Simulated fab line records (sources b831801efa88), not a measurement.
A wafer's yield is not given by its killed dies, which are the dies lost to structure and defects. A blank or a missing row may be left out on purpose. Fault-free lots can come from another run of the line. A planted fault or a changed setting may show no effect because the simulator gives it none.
Which of the tools did it?	flow gf180mcu	13 lots with 39 wafers sampled at 5 steps, on a route of 602 steps

== WHAT THE GAUGES READ, wafer by wafer ==
GF_VT_IMPLANT_TW_MEAS_21. Usual: VT_IMPLANT_2_TW 1209, standard deviation 6.4.
lot	measured	on	VT_IMPLANT_2_TW	flag
L899	day 6 08:59	film_metro-02	1211 1212 1211	
L904	day 7 13:26	film_metro-01	1212 1210 1214	
L906	day 8 01:11	film_metro-01	1215 1219 1211	
L907	day 8 07:46	film_metro-01	1215 1212 1210	
L908	day 8 12:47	film_metro-02	1212 1213 1211	
L913	day 9 22:17	film_metro-01	1213 1208 1215	
L914	day 10 03:21	film_metro-02	1197 1205 1201	
L915	day 10 09:35	film_metro-03	1213 1212 1210	
L916	day 10 15:18	film_metro-02	1200 1203 1205	
L917	day 10 22:12	film_metro-02	1198 1201 1198	
L918	day 11 06:26	film_metro-02	1202 1205 1202	
L919	day 11 12:11	film_metro-03	1213 1210 1217	
L921	day 12 00:24	film_metro-03	1224 1219 1219	

GF_HV_LDD_CD_MEAS_46: target cd 400 nm. Usual: 399.8 nm for cd_nm, sd 2.1.
lot	measured	on	cd_nm (nm)	flag
L899	day 12 13:01	cd_sem-01	400.1 400.0 398.6	
L904	day 13 20:29	cd_sem-02	398.6 397.4 400.1	
L906	day 14 12:42	cd_sem-02	- - -	OFF
L907	day 15 01:34	cd_sem-01	- - -	OFF
L908	day 15 04:53	cd_sem-01	- - -	OFF
L913	day 16 22:44	cd_sem-01	396.2 394.3 396.2	
L914	day 17 05:19	cd_sem-01	403.6 403.3 404.6	
L915	day 17 15:36	cd_sem-02	397.3 399.5 397.8	
L916	day 17 21:28	cd_sem-02	396.9 397.1 396.8	
L917	day 18 10:02	cd_sem-01	399.6 400.5 398.5	
L918	day 18 18:16	cd_sem-02	401.2 401.3 400.2	
L919	day 19 00:11	cd_sem-01	398.0 398.2 399.4	
L921	day 19 17:45	cd_sem-02	401.2 401.3 398.7	

GF_PSD_OVL_MEAS_08. Usual: PSD_OVL -0.2 nm, standard deviation 1.3.
lot	measured	on	PSD_OVL (nm)	flag
L899	day 14 08:55	overlay-01	-2.3 -0.3 -0.7	
L904	day 15 18:15	overlay-01	0.3 1.3 0.4	
L913	day 19 01:33	overlay-01	0.6 -0.1 -1.5	
L914	day 19 07:40	overlay-01	1.5 2.4 3.2	
L915	day 19 21:25	overlay-01	0.8 0.7 -0.1	
L916	day 20 01:14	overlay-02	0.4 -0.5 1.2	
L917	day 20 15:09	overlay-02	0.8 -0.9 -2.1	
L918	day 20 22:47	overlay-02	-0.2 0.8 1.4	
L919	day 21 03:31	overlay-01	1.5 1.5 -0.6	
L921	day 21 21:35	overlay-02	1.4 -0.2 2.9	

== EACH LOT AND THE TOOL THAT RAN IT (in order: tool; ch and the chambers of the sampled wafers; start) ==
lot	GF_VT_IMPLANT_STRIP_09	GF_HV_LDD_COAT_41
L899	plasma_asher-01 ch 1, day 5 17:44	litho_track-02 ch 0, day 12 03:13
L904	plasma_asher-02 ch 0,1, day 6 22:17	litho_track-02 ch 0, day 13 09:52
L906	plasma_asher-04 ch 0,1, day 7 09:20	litho_track-04, day 14 01:55
L907	plasma_asher-02 ch 0,1, day 7 15:46	litho_track-04, day 14 14:47
L908	plasma_asher-04 ch 0,1, day 7 20:20	litho_track-02, day 14 17:47
L913	plasma_asher-02 ch 0,1, day 9 04:56	litho_track-04 ch 0, day 16 11:29
L914	plasma_asher-01 ch 0,1, day 9 09:47	litho_track-01 ch 0, day 16 17:57
L915	plasma_asher-04 ch 0,1, day 9 15:18	litho_track-02 ch 0, day 17 04:05
L916	plasma_asher-01 ch 0,1, day 9 22:10	litho_track-02 ch 0, day 17 09:58
L917	plasma_asher-01 ch 0,1, day 10 04:26	litho_track-01 ch 0, day 17 22:19
L918	plasma_asher-04 ch 0,1, day 10 12:25	litho_track-01 ch 0, day 18 06:04
L919	plasma_asher-01 ch 0,1, day 10 17:29	litho_track-04 ch 0, day 18 12:02
L921	plasma_asher-02 ch 0,1, day 11 06:00	litho_track-04 ch 0, day 19 05:18
- GF_VT_IMPLANT_STRIP_09: strips in O2/N2.
- GF_HV_LDD_COAT_41: resist thk 1000 nm.

== AS READ BY THE TOOLS THEMSELVES (means over the sampled wafers that have a number; for cases with no such wafer, the mark the record gives instead) ==
GF_VT_IMPLANT_STRIP_09. Usual: drypump_motor_current_A 5.7 A, standard deviation 0.31; heater_power_w 330 W, standard deviation 37; n2_flow_sccm 299.9 sccm, standard deviation 0.85; oes_product_au 0.716 a.u., standard deviation 0.0045; strip_time_to_endpoint_s 12.63 s, standard deviation 0.037.
lot	tool	drypump_motor_current_A (A)	heater_power_w (W)	n2_flow_sccm (sccm)	oes_product_au (a.u.)	strip_time_to_endpoint_s (s)	flag
L899	plasma_asher-01	5.7	364	299.9	0.714	12.62	
L904	plasma_asher-02	5.7	293	299.1	0.716	12.61	
L906	plasma_asher-04	5.6	340	300.7	0.715	12.59	
L907	plasma_asher-02	5.7	293	299.6	0.715	12.66	
L908	plasma_asher-04	5.6	337	299.6	0.717	12.62	
L913	plasma_asher-02	5.7	307	300.3	0.714	12.63	
L914	plasma_asher-01	5.7	358	299.0	0.713	12.69	
L915	plasma_asher-04	5.6	340	300.8	0.719	12.63	
L916	plasma_asher-01	5.7	363	300.7	0.714	12.63	
L917	plasma_asher-01	5.7	364	300.3	0.715	12.63	
L918	plasma_asher-04	6.0	309	299.9	0.718	12.68	
L919	plasma_asher-01	5.7	356	299.0	0.714	12.58	
L921	plasma_asher-02	5.7	292	300.3	0.715	12.63	

GF_HV_LDD_COAT_41. Usual: chill_plate_temp_C 23.01 C, standard deviation 0.11; dispense_pressure_kPa 51 kPa, standard deviation 4.1; spin_speed_rpm 3000.5 rpm, standard deviation 1.8.
lot	tool	chill_plate_temp_C (C)	dispense_pressure_kPa (kPa)	spin_speed_rpm (rpm)	flag
L899	litho_track-02	22.98	49	3001.3	
L904	litho_track-02	23.08	49	2999.5	
L906	litho_track-04	-	-	-	OFF
L907	litho_track-04	-	-	-	OFF
L908	litho_track-02	-	-	-	OFF
L913	litho_track-04	23.13	46	2999.7	
L914	litho_track-01	23.06	55	3000.1	
L915	litho_track-02	23.06	49	3002.2	
L916	litho_track-02	22.91	49	3000.7	
L917	litho_track-01	22.99	55	3000.0	
L918	litho_track-01	22.76	55	2999.5	
L919	litho_track-04	23.08	46	2999.0	
L921	litho_track-04	23.06	46	3001.3	

== THE ANSWER, worked out from the rows above alone ==
Rule: lot off if the mean of its wafers having a number is beyond 3 standard deviations from the usual mean. Also off: a lot with no number at a reading for which 4 or more lots have one. Any other lot the step has rows for is counted as sound. First the gauges in route order, then the tools' own readings, where a lot's mean is used as printed above. At the first step where some lot is off, the reading lying furthest off is the one used; lots without a number count as furthest.
Off at GF_HV_LDD_CD_MEAS_46 (cd_nm): L906, L907, L908. Without a number there: L906, L907, L908.
A tool fits if, at a process step before that reading, it ran every lot that is off, and no sound lot after the first of them. Not tried: the gauges at GF_HV_LDD_CD_MEAS_46; whatever is off there is also off at GF_HV_LDD_COAT_41, on other tools, and gauge error can't account for it. None of those tried fits.

== WHAT HAD BEEN PUT IN BY THE SIMULATOR ==
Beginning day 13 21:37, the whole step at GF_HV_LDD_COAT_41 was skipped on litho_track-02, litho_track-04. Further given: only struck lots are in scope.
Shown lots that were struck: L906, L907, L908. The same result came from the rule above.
